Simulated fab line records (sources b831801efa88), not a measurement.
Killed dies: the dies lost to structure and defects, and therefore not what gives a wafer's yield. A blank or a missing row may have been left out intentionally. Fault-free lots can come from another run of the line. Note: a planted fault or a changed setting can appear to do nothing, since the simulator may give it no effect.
What tool caused it? :: flow sky130 :: 18 wafers sampled from 6 lots at 1 step of a route of 708

WHAT EACH GAUGE READ, for each wafer
SKY_VT_ADJUST_HVTP_OVL_MEAS_08.
lot: L180
measured: day 6 23:32
on: overlay-02
VT_ADJUST_HVTP_OVL (nm): 0.1 0.8 -1.0

lot: L184
measured: day 8 04:16
on: overlay-01
VT_ADJUST_HVTP_OVL (nm): 0.3 1.5 -0.8

lot: L186
measured: day 8 08:56
on: overlay-01
VT_ADJUST_HVTP_OVL (nm): -1.0 0.0 -0.8

lot: L188
measured: day 8 23:17
on: overlay-01
VT_ADJUST_HVTP_OVL (nm): 0.3 0.7 -1.7

lot: L197
measured: day 11 08:03
on: overlay-01
VT_ADJUST_HVTP_OVL (nm): 0.9 0.7 0.9

lot: L199
measured: day 11 19:53
on: overlay-01
VT_ADJUST_HVTP_OVL (nm): 0.8 -0.1 -1.0

TOOL THAT RAN EACH LOT (tool first, then ch and the chambers of the sampled wafers, then the start)
The record shows no process step preceding these readings.

THE ANSWER, worked out from the rows above alone
Rule: usual is defined by the lots themselves. The widest of any qualifying gaps counts: lots, ordered by their means at a reading, are off when they make up no more than a third of the lots, leave a main group of 4 or more, and stand apart from it by 3 or more times the standard deviation of that group's means. The tables above print the reading to a certain number of digits; a main group whose means all agree to those digits is not used. Also off: a lot with no number at a reading for which 4 or more lots have one. Where the step has rows for the other lots, those lots are counted as sound.
None of the lots is off at any reading shown; this tells nothing.

WHAT THE SIMULATOR HAD INSERTED
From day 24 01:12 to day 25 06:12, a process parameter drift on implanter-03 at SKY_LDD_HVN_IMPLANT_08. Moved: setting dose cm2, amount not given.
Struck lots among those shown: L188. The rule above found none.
